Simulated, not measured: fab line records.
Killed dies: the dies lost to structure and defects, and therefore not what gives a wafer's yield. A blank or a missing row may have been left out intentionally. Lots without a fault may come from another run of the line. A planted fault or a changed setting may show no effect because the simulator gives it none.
Code-filled problem report in 8D (eight disciplines) form | flow sky130 | the parts of the form that need people (team, actions taken, sign-off) are left out

## 1. THE ISSUE
Wafers free of any fault read 0.284 ohm/sq (standard deviation 0.0037) for LI_CONTACT_W_RS at SKY_LI_CONTACT_RS_MEAS_22, against a mean of 0.206 ohm/sq on 2 wafers of 2 lots. Measured from the usual mean, that is -21 standard deviations.
The step: measures by four-point-probe.
First observed at day 33 05:26: wafer L808.1, on filmMetro-02. The record has a number at this step for 31 wafers belonging to 11 lots. The rule behind "out" and "out of limits": a value lying over 4 standard deviations away from the usual mean. The other wafers with a number count as sound.

## 2. WHAT IT IS, WHAT IT ISN'T
question                    | is                         | is not
which readings at this step | LI_CONTACT_W_RS            | -
which lots                  | L808, L809                 | L800, L801, L802, L803, L812, L816, L818, L820, L821
which wafers of those lots  | L808.1, L809.1             | L808.4, L809.2
read on which gauges        | filmMetro-02, filmMetro-04 | filmMetro-03
when                        | from day 33 05:26          | up to then (13 sound wafers); but 16 sound wafers of L809, L812, L816, L818, L820, L821 came after

## 3. SUSPECTS, AND WHAT RULES EACH OUT
Counting: a tool at a process step up to the reading stays a suspect if it ran every lot that is out. Sound lots after the first of them don't rule it out here, since some wafers of a struck lot are sound.
- the gauge at SKY_LI_CONTACT_RS_MEAS_22 is ruled out. Those wafers that are out were read across 2 gauges (filmMetro-02, filmMetro-04).
- pvdSputter-02 at SKY_LI_CONTACT_SPUTTER_19 (material Ti, target thk 20 nm, time 106.37 s): kept. It processed each lot that is out (first: L808, day 33 05:05); up to then, its last sound lot is L803 (day 30 04:20).
- cvdW-02 at SKY_LI_CONTACT_CVD_21 (deposits W, target thk 400 nm, time 120.56 s): kept. It processed each lot that is out (first: L808, day 33 05:19); up to then, its last sound lot is L803 (day 30 04:28).
The count leaves cvdW-02 at SKY_LI_CONTACT_CVD_21 and pvdSputter-02 at SKY_LI_CONTACT_SPUTTER_19.

## 4. THE CAUSE (what the simulator had put in)
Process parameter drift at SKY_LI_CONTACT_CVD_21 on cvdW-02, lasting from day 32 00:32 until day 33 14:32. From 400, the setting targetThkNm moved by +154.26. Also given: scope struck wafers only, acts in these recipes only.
This tool is one of the 2 suspects left after counting.

## 5. SEQUENCE OF EFFECTS, ordered by route
Each row: a reading where the mean over the struck wafers with a number is more than 3 standard deviations away from the usual. Readings are gone through only where the record gives a usual standard deviation; hours: the median, over the lots, of the time from a lot's start at the first step in this table giving one to that lot's start at this step; sigmas: the change measured in usual standard deviations.
hours | step                      | reading         | usual        | on struck wafers | change | sigmas
0     | SKY_LI_CONTACT_RS_MEAS_22 | LI_CONTACT_W_RS | 0.284 ohm/sq | 0.206            | -0.078 | -21
8     | SKY_LI_CONTACT_CMP_24     | timeToEndpointS | 96 s         | 132              | +36    | +8.4
The process steps in it:
- SKY_LI_CONTACT_CMP_24: polishes, stops on PSG, t overpolish 20 s, target thk 0 nm.
At these later measuring or inspecting steps, every struck wafer for which the step has a row has a number for every such reading, and none has moved that far: SKY_LOCAL_INTERCONNECT_OVL_MEAS_12.

## 6. WHAT WOULD HAVE CAUGHT IT SOONER
29 hours passed between the start of the fault at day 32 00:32 and the first reading out of limits at a measuring or inspecting step in this record, taken at day 33 05:26.
An alarm limit of 4 standard deviations would not have fired on the tool readings at SKY_LI_CONTACT_CVD_21 for which the record gives a usual standard deviation, since none of them was out on any struck wafer.
L809, from the lots that are out (2), started SKY_LI_CONTACT_CVD_21 on cvdW-02 later than day 33 05:26. A tool hold placed at that time would have kept it from harm.
